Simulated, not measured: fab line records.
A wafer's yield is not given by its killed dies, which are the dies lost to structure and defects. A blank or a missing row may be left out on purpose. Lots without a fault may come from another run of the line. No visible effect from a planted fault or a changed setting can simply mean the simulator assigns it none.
Chamber matching | flow gf180mcu | GF_V3_CMP_04 on cmp-02 has 4 sister chambers
The step polishes SiO2. 4 wafers are shown with their chamber, then 7 later ones without.

EACH WAFER AND ITS CHAMBER
wafer  | chamber | motor current A (A)
L912.4 | 0       | 12.9
L913.5 | 2       | 11.7
L915.2 | 1       | 12.3
L915.4 | 3       | 12.2

WAFERS MISSING THEIR CHAMBER
wafer  | motor current A (A)
L915.5 | 12.1
L916.1 | 11.8
L916.2 | 11.2
L916.4 | 12.7
L930.2 | 12.3
L930.3 | 12.2
L930.6 | 12.4

EACH ONE'S CHAMBER
wafer  | from the rows above          | in truth
L915.5 | can't be placed: 3 or 1 or 2 | 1
L916.1 | can't be placed: 2 or 3 or 1 | 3
L916.2 | 2                            | 2
L916.4 | can't be placed: 0 or 1 or 3 | 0
L930.2 | can't be placed: 1 or 3      | 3
L930.3 | can't be placed: 3 or 1      | 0
L930.6 | can't be placed: 1 or 3 or 0 | 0
Correct placement for 1 of the 7. Not placeable from these rows: 6 (in 5, the candidates include the true chamber). Wrongly placed: 0.
How it was worked out, from the rows above alone: a wafer's distance from a chamber is the root of the sum, over the readings, of the square of ((its reading less the chamber's mean) divided by the reading's scatter). If the next closest chamber is less than 2 further off than the closest, the wafer can't be placed; otherwise it belongs to the closest. A chamber's mean is the mean of its shown wafers. The scatter: with one shown wafer a chamber, the root of the mean of the squares of how far each hidden wafer lies from its nearest shown one.
